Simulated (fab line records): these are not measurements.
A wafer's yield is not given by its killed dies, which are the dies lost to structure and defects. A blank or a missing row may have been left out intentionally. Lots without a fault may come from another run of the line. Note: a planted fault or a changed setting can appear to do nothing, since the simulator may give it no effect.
Comparing a struck lot with a sound one | flow sky130 | 15 steps out of a route of 708
Sound: the wafers L752.3, L752.5, L752.6. Struck: wafers L751.2, L751.3, L751.6. The cause is named last.
Each step with rows lists, per side, the tool, then ch with its chambers, then its first start. Under that, the readings that differ: sound wafers | struck wafers | difference of the means | sigmas: that difference in standard deviations of wafers without a fault.
alike: readings whose means differ by less than 2 such deviations, and words and numbers that are the same on both sides. not compared: withheld readings, readings that some wafer has no value for, bounds like >300 that may hide the same value, and numbers for which the record gives no deviation and whose values overlap.
A row with sigmas, a row that says differs or no value, or rows on one side alone: a step with any of these is where the two part. Non-overlapping numbers with no deviation appear without sigmas and do not part them. A reading missing from all wafers of one side parts the sides only when that side holds two or more wafers.

SKY_LDD_HVN_OVL_MEAS_07:
  sound on overlay-01 at day 24 20:40; struck on overlay-02 at day 24 07:55
  alike: LDD_HVN_OVL
next, for these wafers, 1 step has no rows: SKY_LDD_HVN_IMPLANT_08.
SKY_LDD_HVN_STRIP_09: strips in O2/N2.
  sound on plasmaAsher-04 ch 0,1, day 24 20:53; struck on plasmaAsher-02 ch 0,1, day 24 08:06
  alike: drypumpMotorCurrentA, oesProductAu, stripTimeToEndpointS
  not compared: rfHoursCounterH
SKY_LDD_HVN_TW_MEAS_10:
  sound on filmMetro-03 at day 24 20:58; struck on filmMetro-01 at day 24 08:13
  alike: LDD_HVN_TW
then, 7 steps without rows for these wafers: SKY_LDD_HVP_DEHYDRATE_00 (time 60 s); SKY_LDD_HVP_HMDS_01 (prime time 60 s); SKY_LDD_HVP_COAT_02 (resist thk 300 nm); SKY_LDD_HVP_SOFTBAKE_03 (time 60 s); SKY_LDD_HVP_EXPOSE_04 (exposes mask HVPTM, target cd 700 nm); SKY_LDD_HVP_PEB_05; SKY_LDD_HVP_DEVELOP_06 (develop time 60 s).
SKY_LDD_HVP_OVL_MEAS_07:
  sound on overlay-02 at day 26 02:11; struck on overlay-01 at day 25 13:44
  alike: LDD_HVP_OVL
SKY_LDD_HVP_IMPLANT_08:
  sound on implanter-04 ch 0, day 26 02:16; struck on implanter-03 ch 0, day 25 13:47
reading                  | sound                | struck               | difference | sigmas
beamEnergyKeV            | 19.997 19.997 20.003 | 17.695 17.691 17.692 | -2.306     | -99 or more
model.implant.rpNm (nm)  | 63.22 63.22 63.22    | 56.96 56.96 56.96    | -6.26      | 
model.implant.drpNm (nm) | 28.53 28.53 28.53    | 26.14 26.14 26.14    | -2.39      | 
  alike: faradayCurrentUA
SKY_LDD_HVP_STRIP_09: strips in O2/N2.
  sound on plasmaAsher-02 ch 0,1, day 26 02:23; struck on plasmaAsher-02 ch 0,1, day 25 13:55
  alike: drypumpMotorCurrentA, oesProductAu, stripTimeToEndpointS
  not compared: rfHoursCounterH
-- a jump in the record: the struck wafers' starts before and after are 23 days apart (it breaks off in module LDD_HVP and resumes in module PAD_OPEN, where the first step shown is number 708 of the route) --
SKY_PAD_OPEN_PROBE_99:
  sound on prober-01 at day 48 19:55; struck on prober-02 at day 48 09:26
reading                      | sound          | struck         | difference | sigmas
killedAtFrontEnd             | 25 16 27       | 9 14 9         | -12        | -3
model.etest.tip_p_5v.rsOhmSq | 2847 2856 2876 | 2956 2955 2941 | +91        | 
  alike: killed_at_M0_to_M3, killed_at_M4_up, killedAtContacts, killedAtOther, killedDies, killedOpen, killedShort

## WHERE THEY PART
First at SKY_LDD_HVP_IMPLANT_08; last, within this record, at SKY_PAD_OPEN_PROBE_99.

WHY: whatever the simulator had introduced
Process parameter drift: implanter-03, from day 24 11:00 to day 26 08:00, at SKY_LDD_HVP_IMPLANT_08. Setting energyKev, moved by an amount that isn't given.
